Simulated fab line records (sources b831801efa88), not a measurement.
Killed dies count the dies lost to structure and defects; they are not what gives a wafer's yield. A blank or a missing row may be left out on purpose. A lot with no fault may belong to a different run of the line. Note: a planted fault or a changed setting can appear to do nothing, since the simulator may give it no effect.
fab line records	flow sky130
record lots=6	wafers=18	last-day=50
route steps=708 shown METAL2@494 VIA2@507 METAL3@532 PAD_OPEN@708
lots untouched by any fault: they come from a run of this same line in which no faults occurred
start-h: hours from the record's opening day to when the first of the lot's shown wafers began	wait-h: hours from the lot's prior step to this one	" same as the row above	L1.1+2: several wafers, shown together as one row	- either no value or no given start	* or withheld: withheld	< > ~ a bound
route shown NAME@n: NAME is a module with steps in the file, n the number in the route of the first one	usual: mean and standard deviation over wafers with no fault	same: alike in all rows	chamber/n: place in a boat	sites: each site's reading	_std_site: how widely they spread, as a standard deviation	_edge_site: the outer-site mean with the inner-site mean subtracted	radius-mm: for every site, how far away it sits from the centre of the wafer	mask NAME#n: copy n	behind: tool/chamber where the wafer was last shaped	hold: the reason the lot was held/the length of the hold in hours/how it ended	device: the transistor (n, p or np) that didn't switch	end of line: tests run on the same wafers once the route is complete	for a step that has no rows: nothing shown but its recipe	killed: the dies lost at the first sort to structure and to defects; this is not the yield of the wafer	map: per-die view of a wafer (x killed, . not killed, _ where there is no die)
set.NAME: setting as actually run; set.NAME@STEP: the setting as run at that earlier step	model.NAME: the simulator's own value behind a step, which no gauge read
lots at some steps of the route; a table a step, a row a wafer
services: a tool's chamber out of use, with start hour (start-h, from the record's first day; less than 0 if before it), hours out, and reason
## steps
# step SKY_METAL2_SOFTBAKE_11
# recipe temp-c=100	time-s=90	resist=KrF-thick
# step SKY_METAL2_EXPOSE_12
# recipe mask-id=MM2	na=0.8	source-shape=annular	sigma-inner=0.55	sigma-outer=0.85	target-cd-nm=140	dose-mj=28.53
# step SKY_METAL2_PEB_13
# recipe peb-temp-c=withheld	peb-time-s=withheld	resist=KrF-thick
# step SKY_METAL2_DEVELOP_14
# recipe develop-time-s=60	resist=KrF-thick	dev-temp-c=21
# step SKY_METAL2_CD_MEAS_15
# recipe target-cd-nm=140
# usual cd-nm=140.2/1.7
lot.wafer	tool	chamber	start-h	wait-h	cd-nm
L750.2	cd-sem-01	-	839.85	-	138.3
L750.5	"	-	"	"	139.6
L750.6	"	-	"	"	139.3
L753.2	cd-sem-02	-	871.35	-	142.7
L753.4	"	-	"	"	141.4
L753.5	"	-	"	"	141.7
L755.1	cd-sem-01	-	873.99	-	138.7
L755.5	"	-	"	"	137.3
L755.6	"	-	"	"	138.8
L757.3	cd-sem-02	-	905.77	-	140.5
L757.4	"	-	"	"	140.6
L757.6	"	-	"	"	140.8
L762.2	cd-sem-02	-	936.90	-	138.9
L762.5	"	-	"	"	139.1
L762.6	"	-	"	"	139.1
L768.1	cd-sem-02	-	970.82	-	139.3
L768.2	"	-	"	"	141.6
L768.5	"	-	"	"	139.7
# step SKY_METAL2_OVL_MEAS_16
# usual METAL2_OVL=2/4.7
lot.wafer	tool	chamber	start-h	wait-h	METAL2_OVL[nm]
L750.2	overlay-01	-	839.95	0.1	-5
L750.5	"	-	"	"	6
L750.6	"	-	"	"	3
L753.2	overlay-01	-	871.45	0.1	7
L753.4	"	-	"	"	7
L753.5	"	-	"	"	7
L755.1	overlay-02	-	874.11	0.1	6
L755.5	"	-	"	"	9
L755.6	"	-	"	"	6
L757.3	overlay-02	-	905.86	0.1	7
L757.4	"	-	"	"	3
L757.6	"	-	"	"	8
L762.2	overlay-01	-	937.00	0.1	-1
L762.5	"	-	"	"	5
L762.6	"	-	"	"	0
L768.1	overlay-01	-	970.94	0.1	-8
L768.2	"	-	"	"	-7
L768.5	"	-	"	"	-4
# step SKY_METAL2_DESCUM_17
# recipe chemistry=O2	source-power-w=150	bias-power-w=0	pressure-mtorr=10	temp-c=40	time-s=8
# usual drypump-motor-current-A=5.56/0.3	he-backside-leak-sccm=3.4/0.43	oes-product-au=0.990/0.011
# same time-s=8
lot.wafer	tool	chamber	start-h	wait-h	drypump-motor-current-A	he-backside-leak-sccm	oes-product-au	rf-hours-counter-h
L750.2	rie-metal-04	0	839.98	0.0	5.40	4.0	0.998	7.9
L750.5	"	1	"	"	5.66	3.3	1.005	-
L750.6	"	0	"	"	5.41	3.7	0.990	-
L753.2	rie-metal-03	1	871.48	0.0	5.68	3.0	0.999	7.0
L753.4	"	1	"	"	5.68	3.1	0.996	-
L753.5	"	0	"	"	5.25	3.4	0.979	-
L755.1	rie-metal-02	0	874.14	0.0	6.20	3.2	1.009	8.1
L755.5	"	0	"	"	6.20	3.2	0.999	-
L755.6	"	1	"	"	5.31	3.6	0.980	-
L757.3	rie-metal-02	1	905.89	0.0	5.31	3.2	0.979	-
L757.4	"	0	"	"	6.22	3.3	1.001	-
L757.6	"	1	"	"	5.33	3.3	0.976	-
L762.2	rie-metal-02	1	937.03	0.0	5.33	3.4	0.989	8.7
L762.5	"	0	"	"	6.22	3.2	1.015	-
L762.6	"	1	"	"	5.33	3.4	0.993	-
L768.1	rie-metal-02	1	970.97	0.0	5.31	3.4	0.994	10.3
L768.2	"	0	"	"	6.20	3.3	1.001	12.8
L768.5	"	1	"	"	5.30	3.5	1.000	-
# step SKY_METAL2_ETCH_18
# recipe chemistry=N2/H2	target=BARC	ion-energy-ev=200	bias-w=100	pressure-mtorr=30	n2-flow-sccm=100	h2-flow-sccm=200	icp-w=500	stop-on=SiO2	time-s=45.9	target-depth-a=600
# step SKY_METAL2_METAL_ETCH_19
# recipe target-depth-a=3600	stop-on=SiO2	over-etch-frac=0.3	time-s=78	chemistry=Cl2/BCl3	resist-sidewall-deg=88	pressure-mtorr=10	icp-w=900	bias-w=48.5	Cl2_flow_sccm=60	bcl3-flow-sccm=30
# step SKY_METAL2_STRIP_20
# recipe chemistry=O2/N2	power-w=1400	pressure-mtorr=1500	platen-temp-c=withheld	o2-flow-sccm=3000	n2-flow-sccm=300	overash-fraction=0.5
# step SKY_METAL2_STRIP_21
# recipe chemistry=post-etch-residue-remover	time-s=1200	temp-c=72.5
# step SKY_METAL2_CLEAN_22
# recipe chemistry=IPA	time-s=180	temp-c=25
# step SKY_METAL2_CLEAN_23
# recipe chemistry=O3/DIW	dry=n2-spin
lot.wafer	tool	chamber	start-h	wait-h
L750.2+5+6	wet-bench-01	3	840.67	0.0
L753.2+4+5	wet-bench-04	0	872.17	0.0
L755.1+5+6	wet-bench-04	3	874.86	0.0
L757.3+4+6	wet-bench-03	3	906.57	0.0
L762.2+5+6	wet-bench-03	0	937.72	0.0
L768.1+2+5	wet-bench-04	3	972.18	0.1
# step SKY_VIA2_HDPCVD_00
# recipe material=SiO2	target-thk-nm=1180	sigma-open-frac=0.3	time-s=196.7	temp-c=400	sih4-flow-sccm=60	pressure-mtorr=6
# step SKY_VIA2_THK_MEAS_01
# recipe reads=SiO2_of_VIA2_HDPCVD_00
# usual VIA2_HDPCVD_THK=1176/14
lot.wafer	tool	chamber	start-h	wait-h	VIA2_HDPCVD_THK[nm]
L750.2	film-metro-02	-	840.91	0.1	1192
L750.5	"	-	"	"	1204
L750.6	"	-	"	"	1205
L753.2	film-metro-02	-	872.40	0.1	1193
L753.4	"	-	"	"	1175
L753.5	"	-	"	"	1178
L755.1	film-metro-02	-	875.08	0.1	1205
L755.5	"	-	"	"	1200
L755.6	"	-	"	"	1185
L757.3	film-metro-01	-	906.81	0.1	1173
L757.4	"	-	"	"	1180
L757.6	"	-	"	"	1172
L762.2	film-metro-04	-	937.98	0.1	1152
L762.5	"	-	"	"	1168
L762.6	"	-	"	"	1191
L768.1	film-metro-01	-	972.48	0.1	1169
L768.2	"	-	"	"	1187
L768.5	"	-	"	"	1134
# step SKY_VIA2_CMP_02
# recipe material=SiO2	down-force-psi=4	platen-rpm=60	pad-velocity-m-s=0.94248
# step SKY_VIA2_BOW_MEAS_03
# recipe mode=bow
# usual VIA2_BOW=85/7.1
lot.wafer	tool	chamber	start-h	wait-h	VIA2_BOW[um]
L750.2	film-metro-01	-	841.67	0.2	93
L750.5	"	-	"	"	96
L750.6	"	-	"	"	84
L753.2	film-metro-04	-	872.77	0.2	79
L753.4	"	-	"	"	82
L753.5	"	-	"	"	90
L755.1	film-metro-01	-	875.44	0.1	75
L755.5	"	-	"	"	74
L755.6	"	-	"	"	88
L757.3	film-metro-04	-	907.19	0.1	87
L757.4	"	-	"	"	91
L757.6	"	-	"	"	91
L762.2	film-metro-02	-	938.58	0.1	92
L762.5	"	-	"	"	87
L762.6	"	-	"	"	91
L768.1	film-metro-02	-	972.87	0.1	87
L768.2	"	-	"	"	89
L768.5	"	-	"	"	84
# step SKY_VIA2_DEHYDRATE_04
# recipe temp-c=200	time-s=60
# step SKY_VIA2_HMDS_05
# recipe prime-time-s=60	prime-temp-c=120
# step SKY_VIA2_COAT_06
# recipe resist=BARC	temp-c=withheld	time-s=withheld	spin-rpm=3000	resist-thk-nm=60
# step SKY_VIA2_COAT_07
# recipe resist=KrF-thick	spin-rpm=3000	resist-thk-nm=450
# step SKY_VIA2_SOFTBAKE_08
# recipe temp-c=100	time-s=90	resist=KrF-thick
# step SKY_VIA2_EXPOSE_09
# recipe mask-id=VIM2	na=0.8	source-shape=annular	sigma-inner=0.55	sigma-outer=0.85	target-cd-nm=200	dose-mj=38
# step SKY_VIA2_PEB_10
# recipe peb-temp-c=withheld	peb-time-s=withheld	resist=KrF-thick
# step SKY_VIA2_DEVELOP_11
# recipe develop-time-s=60	resist=KrF-thick	dev-temp-c=20.29
# step SKY_VIA2_CD_MEAS_12
# recipe target-cd-nm=200
# usual cd-nm=200.3/1.5
lot.wafer	tool	chamber	start-h	wait-h	cd-nm
L750.2	cd-sem-01	-	867.55	-	199.3
L750.5	"	-	"	"	199.2
L750.6	"	-	"	"	198.8
L753.2	cd-sem-01	-	898.15	-	200.3
L753.4	"	-	"	"	200.6
L753.5	"	-	"	"	200.8
L755.1	cd-sem-02	-	901.14	-	199.8
L755.5	"	-	"	"	200.3
L755.6	"	-	"	"	201.7
L757.3	cd-sem-02	-	932.02	-	202.3
L757.4	"	-	"	"	201.0
L757.6	"	-	"	"	199.8
L762.2	cd-sem-02	-	963.80	-	200.3
L762.5	"	-	"	"	201.6
L762.6	"	-	"	"	201.3
L768.1	cd-sem-01	-	996.08	-	199.4
L768.2	"	-	"	"	200.2
L768.5	"	-	"	"	199.5
# step SKY_VIA2_OVL_MEAS_13
# usual VIA2_OVL=3/5.7
lot.wafer	tool	chamber	start-h	wait-h	VIA2_OVL[nm]
L750.2	overlay-02	-	867.65	0.1	-13
L750.5	"	-	"	"	1
L750.6	"	-	"	"	-6
L753.2	overlay-01	-	898.25	0.1	0
L753.4	"	-	"	"	-3
L753.5	"	-	"	"	-3
L755.1	overlay-02	-	901.26	0.1	4
L755.5	"	-	"	"	2
L755.6	"	-	"	"	3
L757.3	overlay-02	-	932.11	0.1	6
L757.4	"	-	"	"	6
L757.6	"	-	"	"	3
L762.2	overlay-02	-	963.91	0.1	3
L762.5	"	-	"	"	17
L762.6	"	-	"	"	4
L768.1	overlay-02	-	996.20	0.1	-1
L768.2	"	-	"	"	2
L768.5	"	-	"	"	-1
# step SKY_VIA2_ETCH_14
# recipe chemistry=N2/H2	target=BARC	ion-energy-ev=200	source-w=500	bias-w=100	pressure-mtorr=30	n2-flow-sccm=100	h2-flow-sccm=200	stop-on=SiO2	time-s=45.9	target-depth-a=600
# usual drypump-motor-current-A=5.8/0.5	oes-product-au=0.854/0.005	throttle-valve-pct=13.225/0.0086
# same time-s=45.9
lot.wafer	tool	chamber	start-h	wait-h	drypump-motor-current-A	oes-product-au	rf-hours-counter-h	throttle-valve-pct
L750.2	rie-diel-03	0	867.68	0.0	5.8	0.852	13	13.236
L750.5	"	2	"	"	5.4	0.851	-	13.232
L750.6	"	1	"	"	6.1	0.851	-	13.228
L753.2	rie-diel-02	3	898.28	0.0	5.5	0.852	1	13.234
L753.4	"	1	"	"	5.6	0.862	15	13.229
L753.5	"	1	"	"	5.6	0.859	-	13.232
L755.1	rie-diel-01	3	901.29	0.0	6.3	0.852	26	13.240
L755.5	"	3	"	"	6.3	0.850	-	13.229
L755.6	"	0	"	"	5.9	0.852	-	13.230
L757.3	rie-diel-02	2	932.13	0.0	5.0	0.854	13	13.217
L757.4	"	1	"	"	5.5	0.847	16	13.223
L757.6	"	3	"	"	5.5	0.858	-	13.219
L762.2	rie-diel-01	3	963.94	0.0	6.4	0.851	28	13.220
L762.5	"	3	"	"	6.4	0.847	-	13.230
L762.6	"	0	"	"	5.9	0.857	-	13.229
L768.1	rie-diel-01	2	996.23	0.0	5.0	0.854	2	13.209
L768.2	"	3	"	"	6.4	0.866	29	13.223
L768.5	"	3	"	"	6.3	0.852	-	13.236
# step SKY_VIA2_ETCH_15
# recipe target=SiO2	chemistry=C4F8/O2/Ar	target-depth-nm=546	stop-on=TiN	mask-material=KrF-thick	source-w=1500	bias-w=1200	pressure-mtorr=40	c4f8-flow-sccm=withheld	O2_flow_sccm=6	Ar_flow_sccm=300	time-s=84
# usual oes-product-au=0.940/0.0044
# same time-s=84
lot.wafer	tool	chamber	start-h	wait-h	oes-product-au	rf-hours-counter-h
L750.2	rie-diel-03	0	867.73	0.0	0.952	13
L750.5	"	2	"	"	0.942	-
L750.6	"	1	"	"	0.944	-
L753.2	rie-diel-02	3	898.33	0.0	0.935	1
L753.4	"	1	"	"	0.942	15
L753.5	"	1	"	"	0.940	-
L755.1	rie-diel-01	3	901.34	0.0	0.944	26
L755.5	"	3	"	"	0.936	-
L755.6	"	0	"	"	0.942	-
L757.3	rie-diel-02	2	932.18	0.0	0.941	14
L757.4	"	1	"	"	0.937	16
L757.6	"	3	"	"	0.930	-
L762.2	rie-diel-01	3	963.98	0.0	0.937	28
L762.5	"	3	"	"	0.938	-
L762.6	"	0	"	"	0.950	-
L768.1	rie-diel-01	2	996.28	0.0	0.942	2
L768.2	"	3	"	"	0.944	29
L768.5	"	3	"	"	0.936	-
# step SKY_VIA2_STRIP_16
# recipe chemistry=O2/N2	power-w=1400	pressure-mtorr=1500	platen-temp-c=withheld	o2-flow-sccm=3000	n2-flow-sccm=300	overash-fraction=0.5
# step SKY_VIA2_STRIP_17
# recipe chemistry=post-etch-residue-remover	time-s=1200	temp-c=72.5
# step SKY_VIA2_CLEAN_18
# recipe chemistry=IPA	time-s=180	temp-c=25
# step SKY_VIA2_CLEAN_19
# recipe chemistry=O3/DIW	dry=n2-spin
# step SKY_VIA2_SPUTTER_20
# recipe material=TiN	target-thk-nm=20	chamber-pressure-pa=5	power-w=4000	time-s=80
# step SKY_VIA2_CVD_21
# recipe material=W	target-thk-nm=420	time-s=126.4	temp-c=400	pressure-torr=40
# usual heater-power-w=802/34
# same time-s=126.4
lot.wafer	tool	chamber	start-h	wait-h	heater-power-w
L750.2	cvd-w-02	0	868.57	0.0	832
L750.5	"	0	"	"	826
L750.6	"	1	"	"	820
L753.2	cvd-w-01	1	899.05	0.0	805
L753.4	"	0	"	"	768
L753.5	"	1	"	"	817
L755.1	cvd-w-02	0	902.05	0.0	809
L755.5	"	0	"	"	814
L755.6	"	1	"	"	827
L757.3	cvd-w-02	1	932.97	0.1	809
L757.4	"	0	"	"	832
L757.6	"	1	"	"	832
L762.2	cvd-w-01	1	964.70	0.0	812
L762.5	"	0	"	"	760
L762.6	"	1	"	"	785
L768.1	cvd-w-02	1	997.45	0.0	848
L768.2	"	0	"	"	816
L768.5	"	1	"	"	821
# step SKY_VIA2_RS_MEAS_22
# recipe thk-meas-gauge=four-point-probe	reads=W_of_VIA2_CVD_21+TiN_of_VIA2_SPUTTER_20
# usual VIA2_W_RS=0.2729/0.0028
lot.wafer	tool	chamber	start-h	wait-h	VIA2_W_RS[ohm/sq]
L750.2	film-metro-04	-	868.72	0.1	0.2742
L750.5	"	-	"	"	0.2729
L750.6	"	-	"	"	0.2737
L753.2	film-metro-04	-	899.20	0.1	0.2700
L753.4	"	-	"	"	0.2725
L753.5	"	-	"	"	0.2668
L755.1	film-metro-02	-	902.18	0.1	0.2733
L755.5	"	-	"	"	0.2771
L755.6	"	-	"	"	0.2716
L757.3	film-metro-04	-	933.09	0.1	0.2697
L757.4	"	-	"	"	0.2751
L757.6	"	-	"	"	0.2727
L762.2	film-metro-02	-	964.85	0.1	0.2761
L762.5	"	-	"	"	0.2741
L762.6	"	-	"	"	0.2727
L768.1	film-metro-02	-	997.59	0.1	0.2733
L768.2	"	-	"	"	0.2729
L768.5	"	-	"	"	0.2731
# step SKY_VIA2_THK_MEAS_23
# recipe thk-meas-gauge=xrf	reads=W_of_VIA2_CVD_21
# usual VIA2_W_THK=413/5.1
lot.wafer	tool	chamber	start-h	wait-h	VIA2_W_THK[nm]
L750.2	film-metro-04	-	868.83	0.1	411
L750.5	"	-	"	"	413
L750.6	"	-	"	"	409
L753.2	film-metro-04	-	899.31	0.1	417
L753.4	"	-	"	"	416
L753.5	"	-	"	"	423
L755.1	film-metro-02	-	902.30	0.1	414
L755.5	"	-	"	"	411
L755.6	"	-	"	"	417
L757.3	film-metro-04	-	933.19	0.1	417
L757.4	"	-	"	"	408
L757.6	"	-	"	"	410
L762.2	film-metro-02	-	964.96	0.1	408
L762.5	"	-	"	"	414
L762.6	"	-	"	"	415
L768.1	film-metro-02	-	997.71	0.1	412
L768.2	"	-	"	"	411
L768.5	"	-	"	"	413
# step SKY_VIA2_CMP_24
# recipe stop-on=SiO2	t-overpolish-s=20	down-force-psi=3.5	platen-rpm=60	target-thk-nm=0	pad-velocity-m-s=0.94248
# step SKY_METAL3_SPUTTER_00
# recipe material=Ti	target-thk-nm=15	power-w=3000	time-s=10	chamber-pressure-pa=0.4
# step SKY_METAL3_SPUTTER_01
# recipe material=TiN	target-thk-nm=20	power-w=6500	time-s=16.7	chamber-pressure-pa=0.4
# step SKY_METAL3_SPUTTER_02
# recipe material=AlCu	target-thk-nm=735	power-w=10600	time-s=39.1	chamber-pressure-pa=0.4
# usual throttle-valve-pct=30.0/0.66
# same time-s=39.1
lot.wafer	tool	chamber	start-h	wait-h	throttle-valve-pct
L750.2	pvd-sputter-03	-	869.23	0.0	30.9
L750.5	"	-	"	"	30.4
L750.6	"	-	"	"	29.3
L753.2	pvd-sputter-03	-	899.71	0.0	30.6
L753.4	"	-	"	"	30.8
L753.5	"	-	"	"	30.7
L755.1	pvd-sputter-01	-	902.71	0.0	29.4
L755.5	"	-	"	"	29.2
L755.6	"	-	"	"	29.9
L757.3	pvd-sputter-01	-	933.58	0.0	29.2
L757.4	"	-	"	"	29.4
L757.6	"	-	"	"	29.8
L762.2	pvd-sputter-02	-	965.36	0.0	30.0
L762.5	"	-	"	"	29.8
L762.6	"	-	"	"	29.3
L768.1	pvd-sputter-02	-	998.11	0.0	30.1
L768.2	"	-	"	"	30.2
L768.5	"	-	"	"	29.3
# step SKY_METAL3_SPUTTER_03
# recipe material=Ti	target-thk-nm=5	power-w=3000	time-s=3.3	chamber-pressure-pa=0.4
# step SKY_PAD_OPEN_PROBE_99
# usual defect-limited-yield=82.3/2.1	killed_at_M0_to_M3=44/7.3	killed_at_M4_up=3.3/1.8	killed-at-contacts=24/5.3	killed-at-front-end=16/5	killed-at-other=0.2/0.51	killed-dies=87/10	killed-open=47/7.5	killed-short=40/6.3	sort_bin_3_pad_short=0.9/0.41	sort_bin_5_function=10.5/1.6	sort_bin_6_memory=6.3/1.2	sort-n-pass=405/10	sort-yield-pct=82.3/2.1
# same gross-dies=492	killed-at-back-side=0	sort_bin_4_leakage[%]=0	sort_bin_8_speed[%]=0
lot.wafer	tool	chamber	start-h	wait-h	defect-limited-yield[%]	killed_at_M0_to_M3	killed_at_M4_up	killed-at-contacts	killed-at-front-end	killed-at-other	killed-dies	killed-open	killed-short	sort_bin_3_pad_short[%]	sort_bin_5_function[%]	sort_bin_6_memory[%]	sort-n-pass	sort-yield-pct[%]	model.etest.tester.sort-n-pass	model.etest.tester.sort-yield-pct	model.etest.tester.sort_bin_5_pct	model.etest.tester.sort_bin_3_pct
L753.2	prober-01	-	1119.40	0.1	77.0	67	3	21	22	0	113	44	41	3.7	12.2	7.1	379	77.0	379	77.03	12.2	3.659
L753.4	prober-01	-	1119.50	0.2	82.5	61	4	14	7	0	86	36	21	2.6	9.6	5.3	406	82.5	406	82.52	9.553	2.642
L753.5	prober-01	-	1119.55	0.2	77.4	68	7	24	12	0	111	40	42	3.5	12.6	6.5	381	77.4	381	77.44	12.6	3.455
L755.1	prober-02	-	1120.40	0.1	78.5	62	1	22	20	1	106	36	35	4.3	12.8	4.5	386	78.5	386	78.46	12.8	4.268
L755.5	prober-02	-	1120.60	0.2	75.8	66	1	27	24	1	119	43	39	3.9	14.0	6.3	373	75.8	373	75.81	14.02	3.862
L755.6	prober-02	-	1120.65	0.2	74.0	69	5	25	29	0	128	55	37	3.7	14.6	7.7	364	74.0	364	73.98	14.63	3.659
L757.3	prober-01	-	1142.91	0.2	82.5	32	2	31	21	0	86	45	41	1.0	10.8	5.7	406	82.5	406	82.52	10.77	1.016
L757.4	prober-01	-	1142.96	0.2	80.3	46	0	32	19	0	97	54	43	1.6	10.6	7.5	395	80.3	395	80.28	10.57	1.626
L757.6	prober-01	-	1143.06	0.2	88.0	29	5	18	7	0	59	28	31	0.8	5.9	5.3	433	88.0	433	88.01	5.894	0.813
L762.2	prober-02	-	1167.50	0.1	82.5	44	4	22	14	2	86	46	39	0.8	9.8	6.9	406	82.5	406	82.52	9.756	0.813
L762.5	prober-02	-	1167.65	0.2	82.7	38	3	22	21	1	85	43	42	0.6	9.8	6.9	407	82.7	407	82.72	9.756	0.6098
L762.6	prober-02	-	1167.70	0.2	80.3	58	3	20	16	0	97	56	41	1.4	10.2	8.1	395	80.3	395	80.28	10.16	1.423
L768.1	prober-02	-	1194.61	0.1	85.0	37	1	22	14	0	74	46	28	0.8	8.7	5.5	418	85.0	418	84.96	8.74	0.813
L768.2	prober-02	-	1194.66	0.1	79.7	44	2	30	24	0	100	53	47	1.0	11.4	7.9	392	79.7	392	79.67	11.38	1.016
L768.5	prober-02	-	1194.81	0.2	82.7	38	3	26	18	0	85	54	31	0.6	10.8	5.9	407	82.7	407	82.72	10.77	0.6098
# killed by level:class
L753.2 METAL2:unspecified=28 VIA1:geometric-particle:open=11 POLY_GATE:geometric-particle:short=8 METAL2:geometric-particle:short=7 VIA3:geometric-particle:open=7 LI_CONTACT:geometric-particle:open=6 CONTACT:geometric-particle:open=6 FIELD_ISO:geometric-particle:open=4
L753.4 METAL2:unspecified=29 VIA1:geometric-particle:open=10 VIA3:geometric-particle:open=8 CONTACT:geometric-particle:open=5 METAL2:geometric-particle:short=5 FIELD_ISO:geometric-particle:short=4 LI_CONTACT:geometric-particle:open=4 CONTACT:geometric-particle:short=4
L753.5 METAL2:unspecified=29 CONTACT:geometric-particle:open=9 LI_CONTACT:geometric-particle:open=7 VIA1:geometric-particle:short=7 VIA1:geometric-particle:open=6 METAL2:geometric-particle:short=6 VIA2:geometric-particle:open=6 POLY_GATE:geometric-particle:short=5
L755.1 METAL2:unspecified=35 FIELD_ISO:geometric-particle:short=8 CONTACT:geometric-particle:open=8 VIA1:geometric-particle:open=7 LI_CONTACT:geometric-particle:open=5 VIA1:geometric-particle:short=5 FIELD_ISO:geometric-particle:open=4 LOCAL_INTERCONNECT:geometric-particle:short=4
L755.5 METAL2:unspecified=37 CONTACT:geometric-particle:open=10 FIELD_ISO:geometric-particle:short=7 LOCAL_INTERCONNECT:geometric-particle:short=7 VIA2:geometric-particle:open=7 VIA1:geometric-particle:open=6 FIELD_ISO:geometric-particle:open=4 POLY_GATE:geometric-particle:open=4
L755.6 METAL2:unspecified=36 CONTACT:geometric-particle:open=14 VIA1:geometric-particle:open=11 FIELD_ISO:geometric-particle:open=9 FIELD_ISO:geometric-particle:short=8 POLY_GATE:geometric-particle:short=5 VIA3:geometric-particle:open=5 VIA2:geometric-particle:open=4
L757.3 CONTACT:geometric-particle:open=10 CONTACT:geometric-particle:short=9 FIELD_ISO:geometric-particle:open=7 LI_CONTACT:geometric-particle:open=7 VIA1:geometric-particle:open=7 LOCAL_INTERCONNECT:geometric-particle:short=4 FIELD_ISO:geometric-particle:short=4 METAL1:geometric-particle:short=4
L757.4 VIA3:geometric-particle:open=10 CONTACT:geometric-particle:open=8 LI_CONTACT:geometric-particle:open=8 CONTACT:geometric-particle:short=8 VIA1:geometric-particle:open=7 VIA2:geometric-particle:open=6 FIELD_ISO:geometric-particle:open=5 METAL2:geometric-particle:short=5
L757.6 VIA1:geometric-particle:open=7 CONTACT:geometric-particle:short=6 VIA2:geometric-particle:open=5 LOCAL_INTERCONNECT:geometric-particle:short=4 METAL1:geometric-particle:short=4 LI_CONTACT:geometric-particle:open=3 CONTACT:geometric-particle:open=3 VIA3:geometric-particle:open=3
L762.2 VIA3:geometric-particle:open=10 VIA1:geometric-particle:open=8 VIA3:geometric-particle:short=7 LI_CONTACT:geometric-particle:open=6 CONTACT:geometric-particle:open=6 METAL1:geometric-particle:short=6 VIA2:geometric-particle:open=4 FIELD_ISO:geometric-particle:open=3
L762.5 VIA1:geometric-particle:open=9 LI_CONTACT:geometric-particle:open=7 CONTACT:geometric-particle:open=7 POLY_GATE:geometric-particle:short=6 METAL1:geometric-particle:short=6 FIELD_ISO:geometric-particle:short=5 POLY_GATE:geometric-particle:open=5 VIA3:geometric-particle:short=4
L762.6 VIA1:geometric-particle:open=13 CONTACT:geometric-particle:open=9 VIA3:geometric-particle:open=8 METAL1:geometric-particle:short=7 VIA1:geometric-particle:short=7 VIA2:geometric-particle:open=7 METAL2:geometric-particle:short=7 FIELD_ISO:geometric-particle:open=5
L768.1 CONTACT:geometric-particle:open=14 VIA1:geometric-particle:open=12 FIELD_ISO:geometric-particle:open=9 VIA2:geometric-particle:open=5 CONTACT:geometric-particle:short=4 METAL1:geometric-particle:short=4 METAL2:geometric-particle:short=4 VIA3:geometric-particle:open=3
L768.2 CONTACT:geometric-particle:open=10 VIA1:geometric-particle:short=8 LI_CONTACT:geometric-particle:open=8 POLY_GATE:geometric-particle:open=7 VIA1:geometric-particle:open=7 VIA3:geometric-particle:open=7 METAL2:geometric-particle:short=6 FIELD_ISO:geometric-particle:short=5
L768.5 VIA1:geometric-particle:open=14 CONTACT:geometric-particle:open=13 VIA2:geometric-particle:open=9 POLY_GATE:geometric-particle:open=7 METAL2:geometric-particle:short=7 FIELD_ISO:geometric-particle:short=5 LI_CONTACT:geometric-particle:open=4 LOCAL_INTERCONNECT:geometric-particle:short=4
# map L753.2 (x killed, . not)
__________.....x...._________
________...x.........x_______
______..x..x..x..xx....._____
_____.xx....xx.x.........____
____.............x......xx___
___.....x.x...........x.xxx__
__...x..................xxxx_
_.x...x..x....x...xx..xxxxxxx
_.xx.x.........x.x......xxxxx
_....x..........x..xx...xxxxx
_..x.......x.xx.......x.xxxxx
_.xx...xx.....xx.....x.x...xx
_x.................x......x..
_x....x...xx.x.x...xx...x....
_............x.x........x....
__....................xx.x.._
___...x.................x.x__
____......x.........xx....___
_____x....x....x.xx......____
______.................._____
________......xx.x.x.._______
__________....x....._________
# map L755.6 (x killed, . not)
__________.x........_________
________x..........x.x_______
______x.....xx...x.....x_____
_____x...x....x..x...x...____
____xx......x.x.......x...___
___....x..x.....x..xx....x.__
__.......x......x..xx.xx...._
_......x........x..x..x..x...
_.x...xx.x................x..
_......x.x...x..x...x........
_.........x.........x..x..x.x
_x......xxx..xxx........xxxxx
_....x.......x....x..xx.xxxxx
_x.x.....x..xx......x..xxxxxx
_............x........x.xxxxx
__.x....x.....x.x..xx.xxxxxx_
___..x....x.........x.x.xxx__
____.x.........x.....x.xxx___
_____x...xx.........x..xx____
______.......x.x....x..._____
________.x..x........._______
__________.........._________
## services
tool	chamber	start-h	hours	kind
pvd-sputter-02	-	831.49	20.7	repair
rie-metal-03	-	833.68	0.9	repair
rie-metal-03	-	838.77	28.1	pm
rie-diel-03	1	840.54	5.0	repair
cvd-w-01	1	848.64	2.8	repair
cvd-w-02	-	849.73	6.9	pm
rie-metal-04	1	866.96	5.2	repair
rie-diel-01	0	873.29	3.9	repair
cvd-w-02	-	885.24	2.8	pm
pvd-sputter-02	-	885.51	20.8	repair
cvd-w-01	-	904.00	14.0	pm
pvd-sputter-03	-	907.85	36.5	repair
rie-diel-01	-	912.95	0.8	repair
cvd-w-02	-	916.70	1.4	repair
cvd-w-01	-	932.55	1.4	repair
rie-diel-03	3	936.06	7.0	repair
rie-diel-03	1	940.08	5.1	repair
rie-diel-01	2	952.14	4.3	repair
rie-diel-03	0	955.09	2.4	repair
rie-diel-03	-	959.11	0.3	repair
rie-diel-02	-	962.46	2.8	pm
cvd-w-01	-	984.94	6.0	pm
rie-diel-02	2	992.94	3.8	repair
pvd-sputter-01	-	996.94	1.3	repair
## key
first-sign step=SKY_PAD_OPEN_PROBE_99	reading=sort_bin_3_pad_short	direction=up	sigmas=6.6	usual=0.9	struck=3.6
effect step=SKY_PAD_OPEN_PROBE_99	reading=killed_at_M0_to_M3	direction=up	sigmas=3	usual=44	struck=66
model-effect step=SKY_PAD_OPEN_PROBE_99	value=etest.tester.sort-n-pass	without=409.5	struck=381.5
met-at SKY_METAL2_CLEAN_23
struck-wafers L753.2,L753.4,L753.5,L755.1,L755.5,L755.6
fault kind=chamber-particle-source	tool=wet-bench-04	chamber=-	onset-h=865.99	steps=SKY_METAL2_CLEAN_23	rate-per-visit-cm2=1.9987	end-h=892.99
